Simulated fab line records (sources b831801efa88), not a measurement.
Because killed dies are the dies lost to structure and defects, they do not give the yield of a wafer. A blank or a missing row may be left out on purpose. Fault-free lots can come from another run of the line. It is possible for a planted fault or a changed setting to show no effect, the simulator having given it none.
Problem report in the 8D (eight disciplines) form, filled by code	flow sky130	the parts of the form that need people (team, actions taken, sign-off) are left out

== 1. THE ISSUE ==
killed at other at SKY_PAD_OPEN_PROBE_99 reads a mean of 56.2 on 9 wafers of 3 lots; wafers without a fault read 0.4 with a standard deviation of 0.65. Measured from the usual mean, that is +86 standard deviations.
First observed at day 50 01:17: wafer L629.1, on prober-02. The record holds 9 wafers of 3 lots with a number at this step. Rule for "out" (also "out of limits"): further than 4 standard deviations from the usual mean. Any other wafer with a number is counted as sound.

== 2. WHAT IT IS, WHAT IT ISN'T ==
question	is	is not
which readings at this step	killed at other, sort_bin_3_pad_short	killed_at_M0_to_M3, killed_at_M4_up, killed open
which lots	L629, L631, L632	-
which wafers of those lots	all that have a number	-
read on which tools	prober-01, prober-02	-
when	from day 50 01:17	up to then (0 sound wafers)

== 3. SUSPECTS, AND WHAT RULES EACH OUT ==
Counting: a tool stays on the suspect list if, at a process step up to the reading, it processed all lots that are out and no sound lot following the first of them.
- plasma asher-01 at SKY_CAPM_STRIP_14 (strips in O2/N2): kept. It ran every lot that is out, first L629 (day 42 16:55), and no sound lot after that.
Left after counting: plasma asher-01 at SKY_CAPM_STRIP_14.

== 4. THE CAUSE (what the simulator had put in) ==
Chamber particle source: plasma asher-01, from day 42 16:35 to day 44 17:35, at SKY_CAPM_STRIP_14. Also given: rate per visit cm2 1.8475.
The count eliminated every tool but this one.

== 5. THE CHAIN OF EFFECTS, in route order ==
One row per reading whose mean, taken over the struck wafers that have a number, lies over 3 standard deviations from the usual. Readings are gone through only where the record gives a usual standard deviation; hours: the median, over the lots, of the time from a lot's start at the first step in this table giving one to that lot's start at this step; sigmas: the change measured in usual standard deviations.
hours	step	reading	usual	on struck wafers	change	sigmas
0	SKY_PAD_OPEN_PROBE_99	defect limited yield	82.5 %	72.2	-10.3	-5.4
0	SKY_PAD_OPEN_PROBE_99	killed at other	0.4	56.2	+55.8	+86
0	SKY_PAD_OPEN_PROBE_99	killed dies	86	137	+51	+5.5
0	SKY_PAD_OPEN_PROBE_99	sort_bin_3_pad_short	0.9 %	4.2	+3.3	+7.8
0	SKY_PAD_OPEN_PROBE_99	sort_bin_5_function	10.4 %	16.4	+6.0	+4.0
0	SKY_PAD_OPEN_PROBE_99	sort n pass	406	355	-51	-5.5
0	SKY_PAD_OPEN_PROBE_99	sort yield pct	82.5 %	72.2	-10.3	-5.4
Its process steps:
- SKY_PAD_OPEN_PROBE_99

== 6. WHAT WOULD HAVE CAUGHT IT SOONER ==
The fault began at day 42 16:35; the first out-of-limits reading in this record came at day 50 01:17, 177 hours later.
Tool readings at SKY_CAPM_STRIP_14 with a usual standard deviation given in the record: none out on any struck wafer, hence no alarm at a limit of 4 standard deviations on them.
By day 50 01:17 the whole set of lots that are out, 3 in number, had already begun SKY_CAPM_STRIP_14 on plasma asher-01. Tool hold at that time: it would have spared none of them.
